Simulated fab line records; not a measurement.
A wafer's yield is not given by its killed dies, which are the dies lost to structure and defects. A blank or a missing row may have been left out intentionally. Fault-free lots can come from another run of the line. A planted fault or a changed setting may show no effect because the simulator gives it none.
2 desks, one fault || flow sfq_line || what lay behind the numbers comes last; until then each desk has only its own

FROM THE METROLOGY DESK
Means of the sampled wafers that have a number, per lot and without regard to the tool the lot ran on: this is what the gauges read. The brackets show how far a lot's mean lies from the usual mean; more than 4 standard deviations puts the lot out of limits, marked OUT.
Columns: A = M5_OVL at SFQ_M5_OVL_MEAS_932, usual 1 nm; B = I7_BOW at SFQ_I7_BOW_MEAS_946, usual 9 um
{"lot": "L783", "first seen here": "day 70 05:59", "A": -5, "B": 11}
{"lot": "L784", "first seen here": "day 70 16:55", "A": 4, "B": 5}
{"lot": "L785", "first seen here": "day 70 19:19", "A": -3, "B": 11}
{"lot": "L786", "first seen here": "day 70 22:55", "A": 5, "B": 1}
{"lot": "L787", "first seen here": "day 71 04:56", "A": 5, "B": 3}
{"lot": "L789", "first seen here": "day 71 14:31", "A": 4, "B": -0}
{"lot": "L792", "first seen here": "day 73 15:50", "A": 0, "B": 18}
{"lot": "L794", "first seen here": "day 74 11:03", "A": -6, "B": 11}
{"lot": "L795", "first seen here": "day 74 14:38", "A": 6, "B": -5}
{"lot": "L801", "first seen here": "day 77 01:10", "A": 5, "B": 0}
{"lot": "L803", "first seen here": "day 77 04:47", "A": -3, "B": 24}
{"lot": "L804", "first seen here": "day 77 08:22", "A": 1, "B": -4}
{"lot": "L805", "first seen here": "day 77 09:34", "A": -1, "B": 19}
{"lot": "L806", "first seen here": "day 77 10:46", "A": 5, "B": 6}
This desk's finding: nothing out of limits on any of the 14 lots.

TOOL OWNER'S DESK, rie_metal-01
The tool's own readings at SFQ_TRILAYER_M6_ETCH_METAL_ETCH_162 (etches Nb in Cl2/Ar, stops on SiO2, target depth 240 nm, time 120 s): means of the sampled wafers that have a number, for each lot that ran on this tool. The brackets show how far a lot's mean lies from the usual mean; more than 4 standard deviations puts the lot out of limits, marked OUT.
Columns: A = chamber_pressure_mTorr at SFQ_TRILAYER_M6_ETCH_METAL_ETCH_162, usual 9.999 mTorr; B = drypump_motor_current_A at SFQ_TRILAYER_M6_ETCH_METAL_ETCH_162, usual 5.7 A; C = oes_product_au at SFQ_TRILAYER_M6_ETCH_METAL_ETCH_162, usual 0.895 a.u.; D = rf_fwd_power_W at SFQ_TRILAYER_M6_ETCH_METAL_ETCH_162, usual 596.0 W
{"lot": "L787", "first seen here": "day 77 20:54", "A": 10.000, "B": 5.6, "C": 0.890, "D": 599.2}
{"lot": "L789", "first seen here": "day 78 05:15", "A": 9.998, "B": 5.7, "C": 0.900, "D": 597.1}
{"lot": "L792", "first seen here": "day 79 05:34", "A": "9.327 (-67) OUT", "B": 5.5, "C": 0.890, "D": 595.6}
{"lot": "L794", "first seen here": "day 80 05:30", "A": "8.671 (-99 or more) OUT", "B": 5.7, "C": 0.891, "D": 595.9}
{"lot": "L803", "first seen here": "day 84 20:34", "A": 9.998, "B": 5.6, "C": 0.894, "D": 596.0}
{"lot": "L804", "first seen here": "day 86 06:24", "A": 10.001, "B": 5.5, "C": 0.897, "D": 597.0}
This desk's verdict: out of limits on L792, L794, starting with L792 at day 79 05:34 (chamber_pressure_mTorr at SFQ_TRILAYER_M6_ETCH_METAL_ETCH_162). Within limits: L787, L789, L803, L804.

ALL TOGETHER
The tool owner's desk could have raised an alarm at day 79 05:34, on L792, L794.
Metrology desk: nothing out of limits seen.
The metrology desk has L792, L794 on record, within its limits.
Every lot named ran SFQ_TRILAYER_M6_ETCH_METAL_ETCH_162 on rie_metal-01.

WHAT WAS PUT IN BY THE SIMULATOR
rie_metal-01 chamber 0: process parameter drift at SFQ_TRILAYER_M6_ETCH_METAL_ETCH_162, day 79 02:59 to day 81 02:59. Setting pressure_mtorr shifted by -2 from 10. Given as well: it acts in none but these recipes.
Struck lots among those shown: L792, L794.
Time in hours from fault onset to the first out-of-limits reading at each desk: the tool owner's desk, 3.
